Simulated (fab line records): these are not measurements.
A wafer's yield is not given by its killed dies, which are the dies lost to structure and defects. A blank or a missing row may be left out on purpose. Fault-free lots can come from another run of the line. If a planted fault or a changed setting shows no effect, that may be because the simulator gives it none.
Check for tools in common || flow sky130 || Sampled: 14 lots, 48 wafers

WHY IT WAS OPENED
SKY_CONTACT_THK_MEAS_01, reading CONTACT_CVD_00_THK: flagged on 2 of 14 lots. Wafers without a fault read 75.0 nm, standard deviation 1.2.
Rule: a lot gets a flag if all its wafers with a number sit over 4 standard deviations from that mean, or if no wafer of it has a number. As for the other lots, they are considered sound.

{"lot": "L214", "measured": "day 30 11:32", "on": "film_metro-02", "CONTACT_CVD_00_THK (nm), wafer by wafer": "74.9 75.0 75.6", "flag": ""}
{"lot": "L216", "measured": "day 31 06:55", "on": "film_metro-04", "CONTACT_CVD_00_THK (nm), wafer by wafer": "76.5 76.4 77.1", "flag": ""}
{"lot": "L219", "measured": "day 32 16:28", "on": "film_metro-04", "CONTACT_CVD_00_THK (nm), wafer by wafer": "73.9 74.6 75.4", "flag": ""}
{"lot": "L220", "measured": "day 32 16:35", "on": "film_metro-02", "CONTACT_CVD_00_THK (nm), wafer by wafer": "74.6 74.9 74.6", "flag": ""}
{"lot": "L221", "measured": "day 32 17:28", "on": "film_metro-04", "CONTACT_CVD_00_THK (nm), wafer by wafer": "75.5 75.6 77.5", "flag": ""}
{"lot": "L222", "measured": "day 34 02:38", "on": "film_metro-02", "CONTACT_CVD_00_THK (nm), wafer by wafer": "75.9 76.8 77.8", "flag": ""}
{"lot": "L223", "measured": "day 34 03:31", "on": "film_metro-04", "CONTACT_CVD_00_THK (nm), wafer by wafer": "73.3 72.8 74.6", "flag": ""}
{"lot": "L229", "measured": "day 35 23:19", "on": "film_metro-02", "CONTACT_CVD_00_THK (nm), wafer by wafer": "88.1 90.8 89.6 88.2 90.8 89.5", "flag": "FLAGGED"}
{"lot": "L232", "measured": "day 36 11:55", "on": "film_metro-02", "CONTACT_CVD_00_THK (nm), wafer by wafer": "89.7 90.8 91.1 89.7 90.9 91.1", "flag": "FLAGGED"}
{"lot": "L233", "measured": "day 36 19:42", "on": "film_metro-01", "CONTACT_CVD_00_THK (nm), wafer by wafer": "75.1 75.8 75.0", "flag": ""}
{"lot": "L234", "measured": "day 37 00:36", "on": "film_metro-01", "CONTACT_CVD_00_THK (nm), wafer by wafer": "74.2 75.9 73.7", "flag": ""}
{"lot": "L235", "measured": "day 37 12:17", "on": "film_metro-02", "CONTACT_CVD_00_THK (nm), wafer by wafer": "74.6 74.3 75.8", "flag": ""}
{"lot": "L236", "measured": "day 37 17:57", "on": "film_metro-02", "CONTACT_CVD_00_THK (nm), wafer by wafer": "75.3 74.5 76.4", "flag": ""}
{"lot": "L237", "measured": "day 37 18:43", "on": "film_metro-02", "CONTACT_CVD_00_THK (nm), wafer by wafer": "73.7 74.4 76.5", "flag": ""}
On average the flagged lots' numbers are 90.0 nm, which is +15.0 nm against the usual, or +13 standard deviations.

WHICH TOOL EACH LOT WENT THROUGH
The record holds 3 process steps before the reading, out of a route of 708 steps. Read each cell as the tool, then ch plus the chambers that the sampled wafers visited, then the start.
{"lot": "L214", "flag": "", "SKY_LI_CONTACT_ETCH_15": "rie_diel-03 ch 0,2, day 29 05:08", "SKY_LI_CONTACT_SPUTTER_20": "pvd_sputter-04, day 29 05:35", "SKY_CONTACT_CVD_00": "pecvd-02 ch 0,1,2, day 30 11:30"}
{"lot": "L216", "flag": "", "SKY_LI_CONTACT_ETCH_15": "rie_diel-02 ch 0,2,3, day 30 01:08", "SKY_LI_CONTACT_SPUTTER_20": "pvd_sputter-01, day 30 01:35", "SKY_CONTACT_CVD_00": "pecvd-02 ch 0,1, day 31 06:53"}
{"lot": "L219", "flag": "", "SKY_LI_CONTACT_ETCH_15": "rie_diel-03 ch 1,2,3, day 31 11:04", "SKY_LI_CONTACT_SPUTTER_20": "pvd_sputter-03, day 31 11:31", "SKY_CONTACT_CVD_00": "pecvd-03 ch 0,1, day 32 16:26"}
{"lot": "L220", "flag": "", "SKY_LI_CONTACT_ETCH_15": "rie_diel-04 ch 0,2,3, day 31 11:11", "SKY_LI_CONTACT_SPUTTER_20": "pvd_sputter-04, day 31 11:38", "SKY_CONTACT_CVD_00": "pecvd-01 ch 0,1, day 32 16:32"}
{"lot": "L221", "flag": "", "SKY_LI_CONTACT_ETCH_15": "rie_diel-02 ch 0,1,2, day 31 12:37", "SKY_LI_CONTACT_SPUTTER_20": "pvd_sputter-01, day 31 13:05", "SKY_CONTACT_CVD_00": "pecvd-02 ch 0,1,2, day 32 17:26"}
{"lot": "L222", "flag": "", "SKY_LI_CONTACT_ETCH_15": "rie_diel-03 ch 0,1,3, day 32 21:07", "SKY_LI_CONTACT_SPUTTER_20": "pvd_sputter-04, day 32 21:34", "SKY_CONTACT_CVD_00": "pecvd-02 ch 1,2, day 34 02:36"}
{"lot": "L223", "flag": "", "SKY_LI_CONTACT_ETCH_15": "rie_diel-02 ch 0,1,2, day 32 21:46", "SKY_LI_CONTACT_SPUTTER_20": "pvd_sputter-03, day 32 22:14", "SKY_CONTACT_CVD_00": "pecvd-01 ch 1,2, day 34 03:29"}
{"lot": "L229", "flag": "FLAGGED", "SKY_LI_CONTACT_ETCH_15": "rie_diel-03 ch 0,3, day 34 18:23", "SKY_LI_CONTACT_SPUTTER_20": "pvd_sputter-01, day 34 18:51", "SKY_CONTACT_CVD_00": "pecvd-03 ch 0,2, day 35 23:15"}
{"lot": "L232", "flag": "FLAGGED", "SKY_LI_CONTACT_ETCH_15": "rie_diel-03 ch 0,3, day 35 07:31", "SKY_LI_CONTACT_SPUTTER_20": "pvd_sputter-04, day 35 07:58", "SKY_CONTACT_CVD_00": "pecvd-03 ch 0,1, day 36 11:53"}
{"lot": "L233", "flag": "", "SKY_LI_CONTACT_ETCH_15": "rie_diel-03 ch 2,3, day 35 13:43", "SKY_LI_CONTACT_SPUTTER_20": "pvd_sputter-04, day 35 14:11", "SKY_CONTACT_CVD_00": "pecvd-01 ch 0,1,2, day 36 19:39"}
{"lot": "L234", "flag": "", "SKY_LI_CONTACT_ETCH_15": "rie_diel-02 ch 0,1,3, day 35 19:34", "SKY_LI_CONTACT_SPUTTER_20": "pvd_sputter-03, day 35 20:01", "SKY_CONTACT_CVD_00": "pecvd-01 ch 0,2, day 37 00:33"}
{"lot": "L235", "flag": "", "SKY_LI_CONTACT_ETCH_15": "rie_diel-02 ch 1,2, day 36 07:11", "SKY_LI_CONTACT_SPUTTER_20": "pvd_sputter-03, day 36 07:38", "SKY_CONTACT_CVD_00": "pecvd-02 ch 0,1, day 37 12:15"}
{"lot": "L236", "flag": "", "SKY_LI_CONTACT_ETCH_15": "rie_diel-03 ch 1,3, day 36 13:56", "SKY_LI_CONTACT_SPUTTER_20": "pvd_sputter-01, day 36 14:23", "SKY_CONTACT_CVD_00": "pecvd-01 ch 0,1, day 37 17:55"}
{"lot": "L237", "flag": "", "SKY_LI_CONTACT_ETCH_15": "rie_diel-03 ch 1,2, day 36 14:46", "SKY_LI_CONTACT_SPUTTER_20": "pvd_sputter-04, day 36 15:13", "SKY_CONTACT_CVD_00": "pecvd-02 ch 0,1,2, day 37 18:41"}
What the steps here do:
- SKY_LI_CONTACT_ETCH_15: etches PSG in C4F8/O2/Ar, stops on Si, target depth 600 nm.
- SKY_LI_CONTACT_SPUTTER_20: material TiN, target thk 20 nm, time 80 s.
- SKY_CONTACT_CVD_00: deposits Si3N4, target thk 75 nm.
- SKY_CONTACT_THK_MEAS_01

FLAGGED OVER TOTAL, TOOL BY TOOL (the gauges that took the reading come last)
{"step": "SKY_LI_CONTACT_ETCH_15", "tool": "rie_diel-02", "lots run": 5, "flagged": 0, "share of the flagged lots": "none", "sound lots run after its first flagged lot": "-"}
{"step": "SKY_LI_CONTACT_ETCH_15", "tool": "rie_diel-03", "lots run": 8, "flagged": 2, "share of the flagged lots": "all", "sound lots run after its first flagged lot": "3 (L233,L236,L237)"}
{"step": "SKY_LI_CONTACT_ETCH_15", "tool": "rie_diel-04", "lots run": 1, "flagged": 0, "share of the flagged lots": "none", "sound lots run after its first flagged lot": "-"}
{"step": "SKY_LI_CONTACT_SPUTTER_20", "tool": "pvd_sputter-01", "lots run": 4, "flagged": 1, "share of the flagged lots": "some", "sound lots run after its first flagged lot": "1 (L236)"}
{"step": "SKY_LI_CONTACT_SPUTTER_20", "tool": "pvd_sputter-03", "lots run": 4, "flagged": 0, "share of the flagged lots": "none", "sound lots run after its first flagged lot": "-"}
{"step": "SKY_LI_CONTACT_SPUTTER_20", "tool": "pvd_sputter-04", "lots run": 6, "flagged": 1, "share of the flagged lots": "some", "sound lots run after its first flagged lot": "2 (L233,L237)"}
{"step": "SKY_CONTACT_CVD_00", "tool": "pecvd-01", "lots run": 5, "flagged": 0, "share of the flagged lots": "none", "sound lots run after its first flagged lot": "-"}
{"step": "SKY_CONTACT_CVD_00", "tool": "pecvd-02", "lots run": 6, "flagged": 0, "share of the flagged lots": "none", "sound lots run after its first flagged lot": "-"}
{"step": "SKY_CONTACT_CVD_00", "tool": "pecvd-03", "lots run": 3, "flagged": 2, "share of the flagged lots": "all", "sound lots run after its first flagged lot": 0}
{"step": "SKY_CONTACT_THK_MEAS_01", "tool": "film_metro-01", "lots run": 2, "flagged": 0, "share of the flagged lots": "none", "sound lots run after its first flagged lot": "-"}
{"step": "SKY_CONTACT_THK_MEAS_01", "tool": "film_metro-02", "lots run": 8, "flagged": 2, "share of the flagged lots": "all", "sound lots run after its first flagged lot": "3 (L235,L236,L237)"}
{"step": "SKY_CONTACT_THK_MEAS_01", "tool": "film_metro-04", "lots run": 4, "flagged": 0, "share of the flagged lots": "none", "sound lots run after its first flagged lot": "-"}

WHAT IS ALLOWED BY THE TABLE
In the table, 3 rows ran each flagged lot (rie_diel-03 at SKY_LI_CONTACT_ETCH_15; pecvd-03 at SKY_CONTACT_CVD_00; film_metro-02 at SKY_CONTACT_THK_MEAS_01).
- rie_diel-03 at SKY_LI_CONTACT_ETCH_15: 2 of its 8 lots flagged. Sound lots followed the first flagged one (L233, L236, L237) on it, something a lasting fault affecting the whole tool could not allow.
- pecvd-03 at SKY_CONTACT_CVD_00: 2 of its 3 lots flagged. It ran its last sound lot, L219, at day 32 16:26 and its first flagged lot, L229, at day 35 23:15: a fault with its onset between the two fits.
- film_metro-02 at SKY_CONTACT_THK_MEAS_01: 2 of its 8 lots flagged. Sound lots followed the first flagged one (L235, L236, L237) on it, something a lasting fault affecting the whole tool could not allow.
Just one tool remains: pecvd-03 at SKY_CONTACT_CVD_00.

WHAT HAD BEEN PUT IN BY THE SIMULATOR
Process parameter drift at SKY_CONTACT_CVD_00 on pecvd-03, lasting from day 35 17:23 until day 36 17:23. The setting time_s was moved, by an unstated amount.
Shown lots that were struck: L229, L232. Same finding as the rule above.
